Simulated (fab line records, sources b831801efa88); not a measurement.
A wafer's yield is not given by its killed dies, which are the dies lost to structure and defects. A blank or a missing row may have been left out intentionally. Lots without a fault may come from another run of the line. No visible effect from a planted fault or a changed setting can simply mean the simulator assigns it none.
A lot that was struck, set against a sound lot ; flow sfqLine ; 37 out of 325 route steps
Sound: the wafers L173.4, L173.5, L173.6. Struck: wafer L157.2 (left out: L157.6, a lot-mate that was not struck); the cause follows at the end.
Each step with rows lists, per side, the tool, then ch with its chambers, then its first start. Under that, the readings that differ: sound wafers ; struck wafers ; difference of the means ; sigmas: that difference in standard deviations of wafers without a fault.
alike: words and numbers the same on both sides, and readings whose means are apart by under 2 such deviations; not compared: readings that were withheld, readings missing a value for some wafer, numbers with overlapping values and no deviation given by the record, and bounds like >300 which may hide the same value.
Wherever a step has rows on one side only, a row that says differs or no value, or a row with sigmas, the two part there. Numbers that have no deviation but don't overlap get no sigmas and don't part them. A reading that every wafer of one side lacks parts them only if that side has two wafers or more.

SFQ_R5_THK_MEAS_934: measures by xrf.
  sound: filmMetro-01 at day 63 01:55; struck: filmMetro-02 at day 54 00:25
  alike: R5_MONX_THK
then, 6 steps without rows for these wafers: SFQ_TRILAYER_R5_LITHO_COAT_141 (resist thk 62 nm); SFQ_TRILAYER_R5_LITHO_COAT_136 (resist thk 600 nm); SFQ_TRILAYER_R5_LITHO_SOFTBAKE_140; SFQ_TRILAYER_R5_LITHO_EXPOSE_137 (exposes mask R5, target cd 500 nm); SFQ_TRILAYER_R5_LITHO_PEB_139 (peb time 60 s); SFQ_TRILAYER_R5_LITHO_DEVELOP_138 (time 60 s).
-- the record jumps here: 5 days lie between the struck wafers' starts before and after --
SFQ_R5_OVL_MEAS_935:
  sound: overlay-01 at day 63 07:15; struck: overlay-02 at day 59 01:08
  alike: R5_OVL
SFQ_TRILAYER_R5_BARC_OPEN_METAL_ETCH_177: etches BARC in O2, target depth 125 nm, time 41.7 s.
  sound on rieMetal-03 ch 0,1, day 63 07:17; struck on rieMetal-01 ch 0, day 59 01:11
reading;sound;struck;difference;sigmas
drypumpMotorCurrentA (A);6.6 6.6 6.2;5.5;-1.0;-2
oesProductAu (a.u.);0.684 0.690 0.683;0.676;-0.010;-2
  alike: biasW
  not compared: rfHoursCounterH
then, 3 steps without rows for these wafers: SFQ_TRILAYER_R5_ETCH_METAL_ETCH_139 (etches the open film in Cl2, stops on SiO2, target depth 60 nm, time 40 s); SFQ_TRILAYER_R5_STRIP_STRIP_140 (strips in O2); SFQ_TRILAYER_R5_STRIP_SOLV_CLEAN_141 (cleans in NMP, time 600 s).
SFQ_TRILAYER_A5C_DEP_PECVD_142: deposits SiO2 from SiH4/N2O, time 15.556 s, target thk 70 nm.
  sound on pecvd-02 ch 0,1,2, day 63 08:11; struck on pecvd-02 ch 2, day 59 02:46
reading;sound;struck;difference;sigmas
model.SiO2_of_TRILAYER_A5C_DEP_PECVD_142.thkNm (nm);71.96 71.36 70.31;79.87;+8.66;
  alike: heaterPowerW, throttleValvePct
then, 6 steps without rows for these wafers: SFQ_TRILAYER_I5_LITHO_COAT_149 (resist thk 62 nm); SFQ_TRILAYER_I5_LITHO_COAT_144 (resist thk 650 nm); SFQ_TRILAYER_I5_LITHO_SOFTBAKE_148; SFQ_TRILAYER_I5_LITHO_EXPOSE_145 (exposes mask I5, target cd 700 nm); SFQ_TRILAYER_I5_LITHO_PEB_147 (peb time 60 s); SFQ_TRILAYER_I5_LITHO_DEVELOP_146 (time 60 s).
-- the record jumps here: 5 days lie between the struck wafers' starts before and after --
SFQ_I5_OVL_MEAS_936:
  sound: overlay-01 at day 67 20:44; struck: overlay-01 at day 64 03:59
  alike: I5_OVL
SFQ_TRILAYER_I5_BARC_OPEN_VIA_ETCH_200: etches BARC in O2, target depth 125 nm, time 41.7 s.
  sound on rieDiel-01 ch 0,1,3, day 67 20:45; struck on rieDiel-01 ch 1, day 64 04:01
  alike: biasW, drypumpMotorCurrentA, oesProductAu
  not compared: rfHoursCounterH
SFQ_TRILAYER_I5_ETCH_VIA_ETCH_147: etches the open film in CHF3, stops on Nb, target depth 360 nm.
  sound on rieDiel-01 ch 0,1,3, day 67 20:47; struck on rieDiel-01 ch 1, day 64 04:03
  alike: biasW, drypumpMotorCurrentA, oesProductAu
then, 8 steps without rows for these wafers: SFQ_TRILAYER_I5_STRIP_STRIP_148 (strips in O2); SFQ_TRILAYER_I5_STRIP_SOLV_CLEAN_149 (cleans in NMP, time 600 s); SFQ_TRILAYER_C5_LITHO_COAT_156 (resist thk 62 nm); SFQ_TRILAYER_C5_LITHO_COAT_151 (resist thk 650 nm); SFQ_TRILAYER_C5_LITHO_SOFTBAKE_155; SFQ_TRILAYER_C5_LITHO_EXPOSE_152 (exposes mask C5, target cd 500 nm); SFQ_TRILAYER_C5_LITHO_PEB_154 (peb time 60 s); SFQ_TRILAYER_C5_LITHO_DEVELOP_153 (time 60 s).
SFQ_C5_OVL_MEAS_937:
  sound: overlay-02 at day 67 23:59; struck: overlay-02 at day 64 07:14
  alike: C5_OVL
SFQ_TRILAYER_C5_BARC_OPEN_VIA_ETCH_210: etches BARC in O2, target depth 125 nm, time 41.7 s.
  sound on rieDiel-02 ch 0,1, day 68 00:00; struck on rieDiel-03 ch 0, day 64 07:16
  alike: biasW, drypumpMotorCurrentA, oesProductAu
  not compared: rfHoursCounterH
SFQ_TRILAYER_C5_ETCH_VIA_ETCH_154: etches SiO2 in CHF3, stops on Nb, target depth 84 nm.
  sound on rieDiel-02 ch 0,1, day 68 00:02; struck on rieDiel-03 ch 0, day 64 07:18
reading;sound;struck;difference;sigmas
oesProductAu (a.u.);0.913 0.913 0.899;0.967;+0.059;+7
model.etch.depthNm (nm);71.96 71.36 70.31;79.87;+8.66;
model.C5.featureDepthNm (nm);71.96 71.36 70.31;79.87;+8.66;
  alike: biasW, drypumpMotorCurrentA
SFQ_TRILAYER_C5_STRIP_STRIP_155: strips in O2.
  sound on rieMetal-04 ch 0,1, day 68 00:17; struck on rieMetal-04 ch 0, day 64 07:21
reading;sound;struck;difference;sigmas
oesProductAu (a.u.);1.004 0.991 1.006;0.969;-0.031;-2
rfHoursCounterH (h);- - -;31;no value on the sound wafers;
  alike: drypumpMotorCurrentA
then, 1 step without rows for these wafers: SFQ_TRILAYER_C5_STRIP_SOLV_CLEAN_156 (cleans in NMP, time 600 s).
SFQ_TRILAYER_M6_DEP_PRE_CLEAN_158: time 22.5 s.
  sound: pvdSputter-06 at day 68 00:52; struck: pvdSputter-06 at day 64 08:08
reading;sound;struck;difference;sigmas
model.SiO2_of_TRILAYER_A5C_DEP_PECVD_142.thkNm (nm);64.46 63.86 62.81;72.37;+8.66;
then, 1 step without rows for these wafers: SFQ_TRILAYER_M6_DEP_SPUTTER_157 (material Nb, target thk 200 nm, time 133.3 s).

## WHERE THEY PART
Earliest at SFQ_TRILAYER_R5_BARC_OPEN_METAL_ETCH_177; latest, in this record, at SFQ_TRILAYER_C5_STRIP_STRIP_155.

WHY: the cause the simulator had injected
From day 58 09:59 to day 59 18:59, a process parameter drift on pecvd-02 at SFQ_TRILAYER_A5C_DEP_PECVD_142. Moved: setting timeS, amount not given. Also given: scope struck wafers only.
